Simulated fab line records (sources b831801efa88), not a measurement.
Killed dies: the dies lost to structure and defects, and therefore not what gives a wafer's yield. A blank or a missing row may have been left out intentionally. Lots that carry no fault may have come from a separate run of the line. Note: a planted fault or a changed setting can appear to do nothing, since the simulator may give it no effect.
fab line records    flow sky130
record: lots: 6  wafers: 18  last_day: 50
route steps=708 shown PWDE@84 VT_ADJUST_HVTP@85 VT_ADJUST_LVTN@97 VT_ADJUST_NCORE@119 PAD_OPEN@708
lots with no fault: from the same line, run without faults
start_h: start of the lot's first displayed wafer, in hours after the record's first day    wait_h: hours from the lot's prior step to this one    " repeats the value in the row above    L1.1+2: one row covering several wafers at once    - either no value or no given start    * or withheld: withheld    < > ~ a bound
route shown NAME@n: NAME is a module with steps in the file, n the number in the route of the first one    usual: mean/standard deviation of fault-free wafers    same: alike in all rows    chamber/n: place in a boat    sites: the reading at each site    _std_site: standard deviation across them    _edge_site: inner sites' mean taken away from outer sites' mean    radius_mm: for every site, how far away it sits from the centre of the wafer    mask NAME#n: copy n    behind: the most recent tool/chamber to have shaped the wafer    hold: the reason the lot was held/the length of the hold in hours/how it ended    device: whichever transistor did not switch (one of n, p or np)    end of line: tests of these same wafers at the route's end    for a step that has no rows: nothing shown but its recipe    killed: count of dies lost to structure and defects at first sort (not the wafer's yield)    map: shows each die of a wafer: x if killed, . if not, _ if none is there
set.NAME: the setting that was run; set.NAME@STEP: the one run at that earlier step    model.NAME: the simulator's own value behind a step, which no gauge read
lots at selected steps of the route; one table per step, one row per wafer
services: from which hour (start_h, from the record's first day; less than 0 if before it) a tool's chamber was out of use, for how many hours, and why
== steps ==
step: SKY_NWELL_RS_MEAS_31
recipe: thk_meas_gauge: four-point-probe
usual: PWDE_RS: 5270/22
lot.wafer  tool           chamber  start_h  wait_h  PWDE_RS[ohm/sq]
L611.1     film_metro-04  -        109.96   0.1     5262
L611.4     "              -        "        "       5273
L611.5     "              -        "        "       5263
L613.2     film_metro-04  -        118.43   0.1     5298
L613.5     "              -        "        "       5275
L613.6     "              -        "        "       5285
L614.3     film_metro-04  -        122.39   0.1     5269
L614.4     "              -        "        "       5259
L614.5     "              -        "        "       5274
L628.1     film_metro-01  -        206.10   0.1     5290
L628.3     "              -        "        "       5301
L628.6     "              -        "        "       5300
L629.2     film_metro-01  -        214.22   0.1     5291
L629.3     "              -        "        "       5272
L629.5     "              -        "        "       5263
L633.1     film_metro-01  -        234.01   0.1     5260
L633.5     "              -        "        "       5255
L633.6     "              -        "        "       5251
step: SKY_VT_ADJUST_HVTP_DEHYDRATE_00
recipe: temp_c: 200  time_s: 60
step: SKY_VT_ADJUST_HVTP_HMDS_01
recipe: prime_time_s: 60  prime_temp_c: 120
step: SKY_VT_ADJUST_HVTP_COAT_02
recipe: resist: NOVOLAK  spin_rpm: 3000  resist_thk_nm: 1140
step: SKY_VT_ADJUST_HVTP_SOFTBAKE_03
recipe: temp_c: 90  time_s: 60  resist: NOVOLAK
step: SKY_VT_ADJUST_HVTP_EXPOSE_04
recipe: mask_id: HVTPM  na: 0.6  source_shape: conventional  sigma_outer: 0.6  polarization: unpolarized  target_cd_nm: 380  dose_mj: 140
step: SKY_VT_ADJUST_HVTP_PEB_05
recipe: temp_c: withheld  time_s: *  resist: NOVOLAK
step: SKY_VT_ADJUST_HVTP_DEVELOP_06
recipe: resist: NOVOLAK  developer: TMAH  develop_time_s: 60  dev_temp_c: 23
step: SKY_VT_ADJUST_HVTP_CD_MEAS_07
recipe: target_cd_nm: 380
usual: cd_nm: 380.1/2.3
lot.wafer  tool       chamber  start_h  wait_h  cd_nm
L611.1     cd_sem-01  -        128.27   0.1     375.5
L611.4     "          -        "        "       377.3
L611.5     "          -        "        "       377.8
L613.2     cd_sem-02  -        136.89   0.1     382.1
L613.5     "          -        "        "       383.1
L613.6     "          -        "        "       380.2
L614.3     cd_sem-01  -        140.51   0.1     378.5
L614.4     "          -        "        "       377.3
L614.5     "          -        "        "       378.2
L628.1     cd_sem-01  -        227.49   0.2     378.9
L628.3     "          -        "        "       380.9
L628.6     "          -        "        "       380.4
L629.2     cd_sem-02  -        237.09   0.1     383.4
L629.3     "          -        "        "       380.9
L629.5     "          -        "        "       381.3
L633.1     cd_sem-01  -        257.90   0.1     383.1
L633.5     "          -        "        "       380.6
L633.6     "          -        "        "       381.4
step: SKY_VT_ADJUST_HVTP_OVL_MEAS_08
usual: VT_ADJUST_HVTP_OVL: -1.8/1.5
lot.wafer  tool        chamber  start_h  wait_h  VT_ADJUST_HVTP_OVL[nm]
L611.1     overlay-01  -        128.39   0.1     -2.2
L611.4     "           -        "        "       -1.4
L611.5     "           -        "        "       -0.3
L613.2     overlay-01  -        137.00   0.1     -3.0
L613.5     "           -        "        "       -0.5
L613.6     "           -        "        "       -3.0
L614.3     overlay-01  -        140.60   0.1     -1.6
L614.4     "           -        "        "       -1.2
L614.5     "           -        "        "       -1.4
L628.1     overlay-02  -        227.61   0.1     1.4
L628.3     "           -        "        "       -2.2
L628.6     "           -        "        "       -0.6
L629.2     overlay-02  -        237.20   0.1     -5.0
L629.3     "           -        "        "       -3.9
L629.5     "           -        "        "       -3.4
L633.1     overlay-02  -        258.02   0.1     -2.0
L633.5     "           -        "        "       -2.1
L633.6     "           -        "        "       -2.7
step: SKY_VT_ADJUST_HVTP_IMPLANT_09
recipe: species: As  energy_kev: 150  dose_cm2: 4.3e+12  tilt_deg: withheld
step: SKY_VT_ADJUST_HVTP_STRIP_10
recipe: chemistry: O2/N2  power_w: 1400  pressure_mtorr: 1500  platen_temp_c: withheld  o2_flow_sccm: 3000  n2_flow_sccm: 300  overash_fraction: 0.5
usual: drypump_motor_current_A: 5.5/0.41  oes_product_au: 0.716/0.0046  strip_time_to_endpoint_s: 14.16/0.033
lot.wafer  tool             chamber  start_h  wait_h  drypump_motor_current_A  oes_product_au  rf_hours_counter_h  strip_time_to_endpoint_s
L611.1     plasma_asher-04  1        128.58   0.1     5.3                      0.717           26                  14.14
L611.4     "                1        "        "       5.3                      0.731           -                   14.17
L611.5     "                0        "        "       5.1                      0.716           -                   14.09
L613.2     plasma_asher-01  0        137.18   0.1     4.8                      0.717           48                  14.16
L613.5     "                0        "        "       4.8                      0.709           -                   14.20
L613.6     "                1        "        "       5.4                      0.715           -                   14.18
L614.3     plasma_asher-03  1        140.81   0.1     5.9                      0.723           -                   14.16
L614.4     "                0        "        "       6.0                      0.722           -                   14.13
L614.5     "                0        "        "       6.0                      0.723           -                   14.18
L628.1     plasma_asher-03  0        227.80   0.1     6.0                      0.716           55                  14.17
L628.3     "                0        "        "       6.0                      0.715           -                   14.23
L628.6     "                0        "        "       6.0                      0.714           -                   14.16
L629.2     plasma_asher-03  0        237.38   0.1     6.0                      0.718           57                  14.18
L629.3     "                1        "        "       5.9                      0.716           -                   14.16
L629.5     "                0        "        "       6.0                      0.714           -                   14.16
L633.1     plasma_asher-01  1        258.21   0.1     5.4                      0.715           61                  14.07
L633.5     "                1        "        "       5.5                      0.719           -                   14.09
L633.6     "                0        "        "       4.8                      0.716           -                   14.07
step: SKY_VT_ADJUST_HVTP_TW_MEAS_11
usual: VT_ADJUST_HVTP_TW: 1347/14
lot.wafer  tool           chamber  start_h  wait_h  VT_ADJUST_HVTP_TW
L611.1     film_metro-01  -        128.68   0.1     1330
L611.4     "              -        "        "       1341
L611.5     "              -        "        "       1339
L613.2     film_metro-03  -        137.29   0.1     1326
L613.5     "              -        "        "       1323
L613.6     "              -        "        "       1329
L614.3     film_metro-03  -        140.90   0.1     1328
L614.4     "              -        "        "       1328
L614.5     "              -        "        "       1323
L628.1     film_metro-03  -        227.90   0.1     1336
L628.3     "              -        "        "       1337
L628.6     "              -        "        "       1327
L629.2     film_metro-01  -        237.49   0.1     1325
L629.3     "              -        "        "       1330
L629.5     "              -        "        "       1334
L633.1     film_metro-01  -        258.31   0.1     1330
L633.5     "              -        "        "       1339
L633.6     "              -        "        "       1336
step: SKY_VT_ADJUST_LVTN_DEHYDRATE_00
recipe: temp_c: 200  time_s: 60
step: SKY_VT_ADJUST_LVTN_HMDS_01
recipe: prime_time_s: 60  prime_temp_c: 120
step: SKY_VT_ADJUST_LVTN_COAT_02
recipe: spin_rpm: 2000  resist_thk_nm: 3000
step: SKY_VT_ADJUST_LVTN_SOFTBAKE_03
recipe: temp_c: 110  time_s: withheld
step: SKY_VT_ADJUST_LVTN_EXPOSE_04
recipe: mask_id: NWM_COMPLEMENT_LESS_NATIVE  na: 0.6  source_shape: conventional  sigma_outer: 0.6  polarization: unpolarized  target_cd_nm: 840  dose_mj: 194
step: SKY_VT_ADJUST_LVTN_PEB_05
recipe: temp_c: 115  time_s: withheld
step: SKY_VT_ADJUST_LVTN_DEVELOP_06
recipe: wall_angle_deg: 90  developer: TMAH  develop_time_s: 60  dev_temp_c: 23
step: SKY_VT_ADJUST_LVTN_OVL_MEAS_07
usual: VT_ADJUST_LVTN_OVL: -0.7/1.2
lot.wafer  tool        chamber  start_h  wait_h  VT_ADJUST_LVTN_OVL[nm]
L611.1     overlay-01  -        147.62   -       -2.2
L611.4     "           -        "        "       -1.6
L611.5     "           -        "        "       -2.4
L613.2     overlay-02  -        156.58   -       -0.3
L613.5     "           -        "        "       -2.5
L613.6     "           -        "        "       -1.9
L614.3     overlay-01  -        160.48   -       0.4
L614.4     "           -        "        "       0.3
L614.5     "           -        "        "       0.4
L628.1     overlay-02  -        250.65   -       2.3
L628.3     "           -        "        "       1.6
L628.6     "           -        "        "       2.1
L629.2     overlay-02  -        260.97   -       -0.2
L629.3     "           -        "        "       0.0
L629.5     "           -        "        "       0.7
L633.1     overlay-02  -        282.46   -       0.7
L633.5     "           -        "        "       -0.2
L633.6     "           -        "        "       -0.2
step: SKY_VT_ADJUST_LVTN_IMPLANT_08
recipe: species: B  energy_kev: 30  dose_cm2: 1.57e+12  tilt_deg: withheld
step: SKY_VT_ADJUST_LVTN_STRIP_09
recipe: chemistry: O2/N2  power_w: 1400  pressure_mtorr: 1500  platen_temp_c: withheld  o2_flow_sccm: 3000  n2_flow_sccm: 300  overash_fraction: 0.5
usual: drypump_motor_current_A: 5.3/0.3  oes_product_au: 0.722/0.0042  strip_time_to_endpoint_s: 36.90/0.11
lot.wafer  tool             chamber  start_h  wait_h  drypump_motor_current_A  oes_product_au  rf_hours_counter_h  strip_time_to_endpoint_s
L611.1     plasma_asher-04  1        147.81   0.1     5.3                      0.723           28                  36.77
L611.4     "                0        "        "       5.1                      0.722           -                   36.82
L611.5     "                1        "        "       5.3                      0.719           -                   36.72
L613.2     plasma_asher-01  1        156.76   0.1     5.4                      0.718           50                  36.94
L613.5     "                1        "        "       5.5                      0.723           -                   36.89
L613.6     "                0        "        "       4.8                      0.722           -                   36.91
L614.3     plasma_asher-02  0        160.68   0.1     5.6                      0.722           -                   36.81
L614.4     "                1        "        "       5.8                      0.725           -                   36.93
L614.5     "                0        "        "       5.5                      0.719           -                   36.86
L628.1     plasma_asher-04  0        250.84   0.1     5.1                      0.717           36                  37.04
L628.3     "                0        "        "       5.1                      0.727           -                   37.19
L628.6     "                1        "        "       5.3                      0.726           -                   37.00
L629.2     plasma_asher-02  1        261.15   0.1     5.8                      0.720           14                  36.85
L629.3     "                1        "        "       5.8                      0.717           -                   36.75
L629.5     "                1        "        "       5.8                      0.728           -                   36.90
L633.1     plasma_asher-01  1        282.65   0.1     5.4                      0.725           63                  36.74
L633.5     "                0        "        "       4.8                      0.717           -                   36.72
L633.6     "                1        "        "       5.5                      0.723           -                   36.67
step: SKY_VT_ADJUST_LVTN_TW_MEAS_10
usual: VT_ADJUST_LVTN_TW: 237.6/1.5
lot.wafer  tool           chamber  start_h  wait_h  VT_ADJUST_LVTN_TW
L611.1     film_metro-04  -        147.91   0.1     241.4
L611.4     "              -        "        "       240.4
L611.5     "              -        "        "       240.5
L613.2     film_metro-04  -        156.87   0.1     240.8
L613.5     "              -        "        "       241.8
L613.6     "              -        "        "       240.5
L614.3     film_metro-04  -        160.77   0.1     241.6
L614.4     "              -        "        "       240.1
L614.5     "              -        "        "       239.3
L628.1     film_metro-03  -        250.94   0.1     235.9
L628.3     "              -        "        "       237.3
L628.6     "              -        "        "       237.7
L629.2     film_metro-03  -        261.26   0.1     236.5
L629.3     "              -        "        "       238.1
L629.5     "              -        "        "       237.0
L633.1     film_metro-01  -        282.75   0.1     237.4
L633.5     "              -        "        "       237.0
L633.6     "              -        "        "       236.5
step: SKY_VT_ADJUST_LVTN_DEHYDRATE_11
recipe: temp_c: 200  time_s: 60
step: SKY_VT_ADJUST_LVTN_HMDS_12
recipe: prime_time_s: 60  prime_temp_c: 120
step: SKY_VT_ADJUST_LVTN_COAT_13
recipe: resist: NOVOLAK  spin_rpm: 3000  resist_thk_nm: 1140
step: SKY_VT_ADJUST_LVTN_SOFTBAKE_14
recipe: temp_c: 90  time_s: 60  resist: NOVOLAK
step: SKY_VT_ADJUST_LVTN_EXPOSE_15
recipe: mask_id: HVN_STD_DERIVED  na: 0.6  source_shape: conventional  sigma_outer: 0.6  polarization: unpolarized  target_cd_nm: 600  dose_mj: 163
step: SKY_VT_ADJUST_LVTN_PEB_16
recipe: temp_c: withheld  time_s: *  resist: NOVOLAK
step: SKY_VT_ADJUST_LVTN_DEVELOP_17
recipe: resist: NOVOLAK  developer: TMAH  develop_time_s: 60  dev_temp_c: 23
step: SKY_VT_ADJUST_LVTN_OVL_MEAS_18
usual: VT_ADJUST_LVTN_01_OVL: -0.1/1.2
lot.wafer  tool        chamber  start_h  wait_h  VT_ADJUST_LVTN_01_OVL[nm]
L611.1     overlay-01  -        167.86   0.1     0.3
L611.4     "           -        "        "       -0.2
L611.5     "           -        "        "       0.0
L613.2     overlay-01  -        177.47   0.1     -1.8
L613.5     "           -        "        "       -1.0
L613.6     "           -        "        "       -0.5
L614.3     overlay-02  -        181.08   0.1     0.7
L614.4     "           -        "        "       0.9
L614.5     "           -        "        "       0.8
L628.1     overlay-02  -        274.82   0.1     -0.7
L628.3     "           -        "        "       -1.1
L628.6     "           -        "        "       0.3
L629.2     overlay-02  -        285.83   0.1     1.4
L629.3     "           -        "        "       1.6
L629.5     "           -        "        "       0.7
L633.1     overlay-02  -        308.31   0.1     1.1
L633.5     "           -        "        "       1.7
L633.6     "           -        "        "       1.1
step: SKY_VT_ADJUST_LVTN_IMPLANT_19
recipe: species: B  energy_kev: 30  dose_cm2: 6.5e+11  tilt_deg: withheld
step: SKY_VT_ADJUST_LVTN_STRIP_20
recipe: chemistry: O2/N2  power_w: 1400  pressure_mtorr: 1500  platen_temp_c: withheld  o2_flow_sccm: 3000  n2_flow_sccm: 300  overash_fraction: 0.5
usual: drypump_motor_current_A: 5.4/0.31  oes_product_au: 0.716/0.0049  strip_time_to_endpoint_s: 14.17/0.038
lot.wafer  tool             chamber  start_h  wait_h  drypump_motor_current_A  oes_product_au  rf_hours_counter_h  strip_time_to_endpoint_s
L611.1     plasma_asher-02  1        168.05   0.1     5.8                      0.718           5                   14.15
L611.4     "                1        "        "       5.8                      0.719           -                   14.17
L611.5     "                0        "        "       5.5                      0.716           -                   14.18
L613.2     plasma_asher-04  0        177.65   0.1     5.1                      0.721           31                  14.17
L613.5     "                1        "        "       5.2                      0.708           -                   14.20
L613.6     "                0        "        "       5.1                      0.718           -                   14.19
L614.3     plasma_asher-01  1        181.28   0.1     5.4                      0.707           -                   14.15
L614.4     "                0        "        "       4.8                      0.718           -                   14.20
L614.5     "                0        "        "       4.8                      0.717           -                   14.15
L628.1     plasma_asher-04  1        275.01   0.1     5.3                      0.715           38                  14.21
L628.3     "                1        "        "       5.2                      0.722           -                   14.17
L628.6     "                0        "        "       5.1                      0.708           -                   14.16
L629.2     plasma_asher-01  1        286.01   0.1     5.4                      0.721           63                  14.13
L629.3     "                0        "        "       4.8                      0.717           -                   14.09
L629.5     "                1        "        "       5.4                      0.717           -                   14.10
L633.1     plasma_asher-01  0        308.50   0.1     4.8                      0.714           66                  14.23
L633.5     "                0        "        "       4.8                      0.714           -                   14.19
L633.6     "                1        "        "       5.4                      0.723           -                   14.25
step: SKY_VT_ADJUST_LVTN_TW_MEAS_21
usual: VT_ADJUST_LVTN_2_TW: 184.9/0.85
lot.wafer  tool           chamber  start_h  wait_h  VT_ADJUST_LVTN_2_TW
L611.1     film_metro-03  -        168.15   0.1     185.5
L611.4     "              -        "        "       186.0
L611.5     "              -        "        "       184.1
L613.2     film_metro-01  -        177.76   0.1     185.6
L613.5     "              -        "        "       185.2
L613.6     "              -        "        "       184.7
L614.3     film_metro-03  -        181.37   0.1     185.6
L614.4     "              -        "        "       185.7
L614.5     "              -        "        "       184.6
L628.1     film_metro-03  -        275.11   0.1     184.8
L628.3     "              -        "        "       183.2
L628.6     "              -        "        "       184.2
L629.2     film_metro-01  -        286.12   0.1     185.6
L629.3     "              -        "        "       184.8
L629.5     "              -        "        "       184.8
L633.1     film_metro-01  -        308.60   0.1     185.4
L633.5     "              -        "        "       184.7
L633.6     "              -        "        "       184.9
step: SKY_VT_ADJUST_NCORE_DEHYDRATE_00
recipe: temp_c: 200  time_s: 60
step: SKY_VT_ADJUST_NCORE_HMDS_01
recipe: prime_time_s: 60  prime_temp_c: 120
step: SKY_VT_ADJUST_NCORE_COAT_02
recipe: resist: NOVOLAK  spin_rpm: 3000  resist_thk_nm: 1140
step: SKY_VT_ADJUST_NCORE_SOFTBAKE_03
recipe: temp_c: 90  time_s: 60  resist: NOVOLAK
step: SKY_VT_ADJUST_NCORE_EXPOSE_04
recipe: mask_id: LVTN_COMPLEMENT_THIN  na: 0.6  source_shape: conventional  sigma_outer: 0.6  polarization: unpolarized  target_cd_nm: 380  dose_mj: 139
step: SKY_VT_ADJUST_NCORE_PEB_05
recipe: temp_c: withheld  time_s: *  resist: NOVOLAK
step: SKY_PAD_OPEN_PROBE_99
usual: killed_at_M0_to_M3: 44/6.8  killed_at_M4_up: 3.4/2  killed_at_contacts: 24/5.2  killed_at_front_end: 15/5.2  killed_at_other: 0.2/0.46  killed_dies: 87/9.8  killed_open: 47/7.5  killed_short: 39/6.8
same: gross_dies: 492  killed_at_back_side: 0
lot.wafer  tool       chamber  start_h  wait_h  killed_at_M0_to_M3  killed_at_M4_up  killed_at_contacts  killed_at_front_end  killed_at_other  killed_dies  killed_open  killed_short
L611.1     prober-02  -        1081.30  0.1     52                  4                24                  20                   0                100          52           48
L611.4     prober-02  -        1081.45  0.2     43                  3                22                  18                   1                87           46           41
L611.5     prober-02  -        1081.50  0.2     40                  2                24                  11                   1                78           42           36
L628.1     prober-01  -        1172.92  0.1     48                  2                14                  31                   0                95           36           36
L628.3     prober-01  -        1173.02  0.2     28                  2                24                  40                   0                94           39           28
L628.6     prober-01  -        1173.17  0.2     46                  2                19                  48                   0                115          50           34
L629.2     prober-02  -        1178.40  0.1     47                  0                30                  39                   0                116          56           36
L629.5     prober-02  -        1178.55  0.2     47                  4                20                  50                   1                122          54           41
killed by level:class
L611.1 VIA2:geometric_particle:open=10 CONTACT:geometric_particle:open=9 METAL1:geometric_particle:short=8 VIA1:geometric_particle:open=8 FIELD_ISO:geometric_particle:short=5 VIA1:geometric_particle:short=5 METAL2:geometric_particle:short=5 VIA3:geometric_particle:open=5
L611.4 VIA1:geometric_particle:open=14 LOCAL_INTERCONNECT:geometric_particle:short=7 POLY_GATE:geometric_particle:short=6 LI_CONTACT:geometric_particle:open=6 VIA3:geometric_particle:open=6 CONTACT:geometric_particle:open=5 VIA2:geometric_particle:open=5 VIA3:geometric_particle:short=5
L611.5 VIA1:geometric_particle:open=11 CONTACT:geometric_particle:open=10 LOCAL_INTERCONNECT:geometric_particle:short=8 VIA2:geometric_particle:open=7 VIA3:geometric_particle:open=5 FIELD_ISO:geometric_particle:short=4 LI_CONTACT:geometric_particle:open=4 METAL1:geometric_particle:short=4
L628.1 VT_ADJUST_HVTP:unspecified=23 VIA1:geometric_particle:open=10 VIA1:geometric_particle:short=7 VIA2:geometric_particle:short=7 METAL1:geometric_particle:short=5 LOCAL_INTERCONNECT:geometric_particle:short=4 CONTACT:geometric_particle:open=4 VIA2:geometric_particle:open=4
L628.3 VT_ADJUST_HVTP:unspecified=27 LI_CONTACT:geometric_particle:open=10 CONTACT:geometric_particle:open=8 VIA1:geometric_particle:open=6 METAL3:geometric_particle:short=5 VIA2:geometric_particle:open=4 FIELD_ISO:geometric_particle:open=3 SONOS_ONO:geometric_particle:short=3
L628.6 VT_ADJUST_HVTP:unspecified=31 VIA3:geometric_particle:open=9 CONTACT:geometric_particle:open=8 VIA1:geometric_particle:open=8 FIELD_ISO:geometric_particle:open=6 FIELD_ISO:geometric_particle:short=6 LI_CONTACT:geometric_particle:open=5 VIA2:geometric_particle:open=5
L629.2 VT_ADJUST_HVTP:unspecified=24 VIA1:geometric_particle:open=10 CONTACT:geometric_particle:open=9 VIA2:geometric_particle:open=9 LI_CONTACT:geometric_particle:open=8 METAL2:geometric_particle:short=7 FIELD_ISO:geometric_particle:open=6 VIA3:geometric_particle:open=6
L629.5 VT_ADJUST_HVTP:unspecified=27 VIA3:geometric_particle:open=10 FIELD_ISO:geometric_particle:open=9 VIA1:geometric_particle:open=9 VIA2:geometric_particle:open=7 LI_CONTACT:geometric_particle:open=6 VIA1:geometric_particle:short=6 FIELD_ISO:geometric_particle:short=5
map L628.6 (x killed, . not)
__________........x._________
________...x....x....._______
______.................x_____
_____.x..............xx..____
____x...xx...............x___
___.x...........x..xx......__
__.....x.x....x...xx........_
_x.x........xx...xx...x.....x
_....x.....x....x....x.......
_x.x..........x..x..x......xx
_...............xxxx.....xx..
_xx....xx...xx.xx..x....xx...
_..x......x.....x..x.........
_....x.x............x....x...
_.x........xx......x.......x.
__........x..x.....x.......x_
___.....xx..x...x...x......__
____..........x.....xx....___
_____....x......xxxxxxxx.____
______.........xxxxxxxxx_____
________xx....xxxxxxxx_______
__________....xxxxxx_________
map L629.5 (x killed, . not)
__________..x......._________
________.x..x........x_______
______x..x..x........x.x_____
_____.x.x...x..........x.____
____....x.xx..x.....x.....___
___...x.....x.......x....x.__
__...x...x........x.x....xx._
_....x....x..........x.......
_..x.............x.xx..x..x..
_..x...x.....xx.xx....x......
_....x....x........xx...x...x
_..x........x.x..............
_.x..........x.x...........x.
_x....x......xx.....xx...x...
_..xxx............xx.x....x..
__...x...x...x...x.........._
___....x................xx.__
____.xx.x........xxxxxx..x___
_____...x....x...xxxxx...____
______....x....x.xxxxxxx_____
________.x.xxxx.xxxxxx_______
__________.x..xxxxxx_________
== services ==
tool             chamber  start_h  hours  kind
plasma_asher-02  -        108.75   9.0    pm
plasma_asher-02  0        108.75   9.0    vent_cycle
plasma_asher-02  1        108.75   9.0    vent_cycle
plasma_asher-02  0        117.75   -      clean
plasma_asher-02  1        117.75   -      clean
plasma_asher-04  -        224.37   14.6   pm
== key ==
first_sign: step: SKY_PAD_OPEN_PROBE_99  reading: killed_at_front_end  direction: up  sigmas: 5.1  usual: 15  struck: 42
effect: step: SKY_PAD_OPEN_PROBE_99  reading: killed_dies  direction: up  sigmas: 2.2  usual: 87  struck: 108
met_at SKY_VT_ADJUST_HVTP_STRIP_10
struck_wafers L628.1,L628.3,L628.6,L629.2,L629.5
tester_left_out L628,L629
onset_between 140.81 227.80
fault: kind: chamber_particle_source  tool: plasma_asher-03  chamber: 0  onset_h: 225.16  steps: SKY_VT_ADJUST_HVTP_STRIP_10  rate_per_visit_cm2: 1.7062  end_h: 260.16
tester_left_out: of these lots the tester's yield and bins aren't shown, on N5 and GAA mostly nor the transistor test; their killed dies are dies lost to structure and defects alone, not to doping, threshold or leakage, so they don't give the yield
